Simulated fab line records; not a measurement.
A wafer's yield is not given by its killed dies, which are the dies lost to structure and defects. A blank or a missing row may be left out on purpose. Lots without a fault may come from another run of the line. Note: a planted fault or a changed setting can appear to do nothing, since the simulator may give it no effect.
Struck lot and sound lot, side by side	flow sky130	44 out of 708 route steps
Sound: the wafers L365.1, L365.2, L365.5. Struck: wafer L375.3. (L375.1, L375.4 of the same lot were not struck and are left out.) The cause comes at the end.
At each step with rows: each side's tool, then ch and its chambers, then its first start. Under that, the readings that differ: sound wafers	struck wafers	difference of the means	sigmas: that difference in standard deviations of wafers without a fault.
alike: readings with means less than 2 such deviations apart, plus words and numbers identical on both sides. not compared: withheld readings, readings lacking a value on some wafer, bounds such as >300 that could conceal the same value, and numbers that have no deviation in the record and whose values overlap.
Wherever a step has rows on one side only, a row that says differs or no value, or a row with sigmas, the two part there. Non-overlapping numbers with no deviation appear without sigmas and do not part them. A reading that every wafer of one side lacks parts them only if that side has two wafers or more.

SKY_VIA2_ETCH_15: etches SiO2 in C4F8/O2/Ar, stops on TiN, target depth 546 nm, time 84 s.
  sound on rieDiel-03 ch 0,1,2, day 36 22:05; struck on rieDiel-04 ch 2, day 39 18:26
  alike: oesProductAu
  not compared: rfHoursCounterH
SKY_VIA2_STRIP_16: strips in O2/N2.
  sound on plasmaAsher-04 ch 0,1, day 36 22:09; struck on plasmaAsher-02 ch 0, day 39 18:30
reading	sound	struck	difference	sigmas
drypumpMotorCurrentA (A)	5.8 6.6 6.6	5.0	-1.3	-2
n2FlowSccm (sccm)	299.3 301.1 300.3	302.0	+1.8	+2
  alike: oesProductAu, stripTimeToEndpointS
  not compared: rfHoursCounterH
then, 4 steps without rows for these wafers: SKY_VIA2_STRIP_17 (strips in post etch residue remover, time 1200 s); SKY_VIA2_CLEAN_18 (cleans in IPA, time 180 s); SKY_VIA2_CLEAN_19 (cleans in O3/DIW); SKY_VIA2_SPUTTER_20 (material TiN, target thk 20 nm, time 80 s).
SKY_VIA2_CVD_21: deposits W, target thk 420 nm, time 126.4 s.
  sound on cvdW-01 ch 0,1, day 36 22:49; struck on cvdW-02 ch 1, day 39 19:10
  alike: heaterPowerW
SKY_VIA2_RS_MEAS_22: measurement is done with a four-point probe.
  struck on filmMetro-01, day 39 19:17; sound on filmMetro-01, day 36 22:56
  alike: VIA2_W_RS
SKY_VIA2_THK_MEAS_23: measures by xrf.
  struck on filmMetro-01, day 39 19:25; sound on filmMetro-01, day 36 23:04
  alike: VIA2_W_THK
then, 3 steps without rows for these wafers: SKY_VIA2_CMP_24 (polishes, stops on SiO2, t overpolish 20 s, target thk 0 nm); SKY_METAL3_SPUTTER_00 (material Ti, target thk 15 nm, time 10 s); SKY_METAL3_SPUTTER_01 (material TiN, target thk 20 nm, time 16.7 s).
SKY_METAL3_SPUTTER_02: material AlCu, target thk 735 nm, time 39.1 s.
  struck on pvdSputter-01, day 39 19:49; sound on pvdSputter-04, day 36 23:28
reading	sound	struck	difference	sigmas
cathodeDcPowerW (W)	10600 10598 10600	9732.4	-866.9	-99 or more
model.AlCu_of_METAL3_SPUTTER_02.thkNm (nm)	743.8 747.1 719	684.4	-52.2	
  alike: chamberPressurePa, throttleValvePct
SKY_METAL3_SPUTTER_03: material Ti, target thk 5 nm, time 3.3 s.
  struck on pvdSputter-01, day 39 19:52; sound on pvdSputter-04, day 36 23:31
  alike: cathodeDcPowerW, chamberPressurePa, throttleValvePct
then, 1 step without rows for these wafers: SKY_METAL3_SPUTTER_04 (material TiN, target thk 70 nm, time 58.3 s).
SKY_CAPM_CVD_00: deposits SiO2, target thk 15.5 nm.
  sound on pecvd-02 ch 1,2, day 36 23:34; struck on pecvd-04 ch 2, day 39 19:55
  alike: heaterPowerW
SKY_CAPM_THK_MEAS_01:
  struck on filmMetro-04, day 39 19:57; sound on filmMetro-03, day 36 23:35
  alike: CAPM_CVD_00_THK
then, 1 step without rows for these wafers: SKY_CAPM_SPUTTER_02 (material TiN, target thk 200 nm, time 166.7 s).
SKY_CAPM_RS_MEAS_03: measurement is done with a four-point probe.
  struck on filmMetro-02, day 39 20:07; sound on filmMetro-04, day 36 23:46
  alike: CAPM_TIN_RS
SKY_CAPM_THK_MEAS_04: measures by xrf.
  struck on filmMetro-02, day 39 20:14; sound on filmMetro-04, day 36 23:53
  alike: CAPM_TIN_THK
then, 7 steps without rows for these wafers: SKY_CAPM_DEHYDRATE_05 (time 60 s); SKY_CAPM_HMDS_06 (prime time 60 s); SKY_CAPM_COAT_07 (resist thk 1140 nm); SKY_CAPM_SOFTBAKE_08 (time 60 s); SKY_CAPM_EXPOSE_09 (exposes mask CAPM, target cd 1000 nm); SKY_CAPM_PEB_10; SKY_CAPM_DEVELOP_11 (develop time 60 s).
SKY_CAPM_OVL_MEAS_12:
  struck on overlay-02, day 40 19:29; sound on overlay-02, day 38 00:20
  alike: CAPM_OVL
then, 13 steps without rows for these wafers: SKY_CAPM_METAL_ETCH_13 (etches TiN in Cl2/BCl3, stops on SiO2, target depth 220 nm, time 62.9 s); SKY_CAPM_STRIP_14 (strips in O2/N2); SKY_CAPM_STRIP_15 (strips in post etch residue remover, time 1200 s); SKY_CAPM_CLEAN_16 (cleans in IPA, time 180 s); SKY_CAPM_CLEAN_17 (cleans in O3/DIW); SKY_METAL3_DEHYDRATE_05 (time 60 s); SKY_METAL3_HMDS_06 (prime time 60 s); SKY_METAL3_COAT_07 (resist thk 60 nm); SKY_METAL3_COAT_08 (resist thk 1140 nm); SKY_METAL3_SOFTBAKE_09 (time 90 s); SKY_METAL3_EXPOSE_10 (exposes mask MM3, target cd 300 nm); SKY_METAL3_PEB_11; SKY_METAL3_DEVELOP_12 (develop time 60 s).
SKY_METAL3_CD_MEAS_13: the cd target is 300 nm.
  struck on cdSem-01, day 41 20:28; sound on cdSem-02, day 39 01:59
  alike: cdNm
SKY_METAL3_METAL_ETCH_18: etches the open film in Cl2/BCl3, stops on SiO2, target depth 845 nm, time 183.1 s.
  sound on rieMetal-01 ch 0,1, day 39 02:17; struck on rieMetal-01 ch 0, day 41 20:46
reading	sound	struck	difference	sigmas
oesProductAu (a.u.)	0.870 0.874 0.854	0.838	-0.028	-4
  alike: drypumpMotorCurrentA, throttleValvePct
  not compared: rfHoursCounterH
-- the record jumps here: 7 days lie between the struck wafers' starts before and after (it left off in module METAL3 and takes up again in module PAD_OPEN, whose first step shown is number 708 of the route) --
SKY_PAD_OPEN_PROBE_99:
  struck on prober-01, day 48 12:02; sound on prober-01, day 46 07:16
reading	sound	struck	difference	sigmas
model.etest.met3.lineOhmUm	0.1375 0.1439 0.1504	0.1525	+0.0086	
model.etest.met3.rsOhmSq	0.04197 0.04192 0.04373	0.04626	+0.00372	
  alike: defectLimitedYield, killed_at_M0_to_M3, killed_at_M4_up, killedAtContacts, killedAtFrontEnd, killedAtOther, killedDies, killedOpen, killedShort, sort_bin_3_pad_short, sort_bin_5_function, sort_bin_6_memory, sortNPass, sortYieldPct

== WHERE THEY PART ==
Earliest at SKY_VIA2_STRIP_16; latest, in this record, at SKY_METAL3_METAL_ETCH_18. Later steps at which nothing parts them and some readings are alike: SKY_PAD_OPEN_PROBE_99.

WHY: what had been put in by the simulator
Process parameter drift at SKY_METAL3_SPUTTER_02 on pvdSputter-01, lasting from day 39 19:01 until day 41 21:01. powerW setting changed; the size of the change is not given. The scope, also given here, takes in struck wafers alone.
